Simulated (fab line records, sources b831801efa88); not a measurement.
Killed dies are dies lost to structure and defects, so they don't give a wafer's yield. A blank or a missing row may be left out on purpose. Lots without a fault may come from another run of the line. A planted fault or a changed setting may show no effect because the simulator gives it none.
Chamber matching | flow sky130 | SKY_LI_CONTACT_ETCH_14 on rie_diel-01: 4 sister chambers
The step etches BARC in N2/H2, stops on SiO2, time 45.9 s, target depth 60 nm. 4 wafers are shown with their chamber, then 9 later ones without.

WAFERS WITH THEIR CHAMBER
wafer  | chamber | drypump_motor_current_A (A)
L320.1 | 2       | 6.2
L321.1 | 0       | 5.9
L321.3 | 1       | 5.4
L321.6 | 3       | 6.5

WAFERS WITHOUT THEIR CHAMBER
wafer  | drypump_motor_current_A (A)
L324.1 | 5.9
L324.3 | 6.5
L324.5 | 6.5
L328.3 | 5.4
L328.4 | 6.2
L328.6 | 5.4
L329.1 | 6.5
L329.2 | 5.3
L329.3 | 6.2

WHICH CHAMBER EACH WENT THROUGH
wafer  | from the rows above | in truth
L324.1 | 0                   | 0
L324.3 | 3                   | 3
L324.5 | 3                   | 3
L328.3 | 1                   | 1
L328.4 | 2                   | 2
L328.6 | 1                   | 1
L329.1 | 3                   | 3
L329.2 | 1                   | 1
L329.3 | 2                   | 2
Placed correctly: 9 of 9. Can't be placed from these rows: 0. Placed wrongly: 0.
How it was worked out, from the rows above alone: a wafer's distance from a chamber is the root of the sum, over the readings, of the square of ((its reading less the chamber's mean) divided by the reading's scatter). The wafer belongs to the nearest chamber; if the next one is less than 2 further off, it can't be placed. A chamber's mean is the mean of its shown wafers. The scatter: with one shown wafer a chamber, the root of the mean of the squares of how far each hidden wafer lies from its nearest shown one.
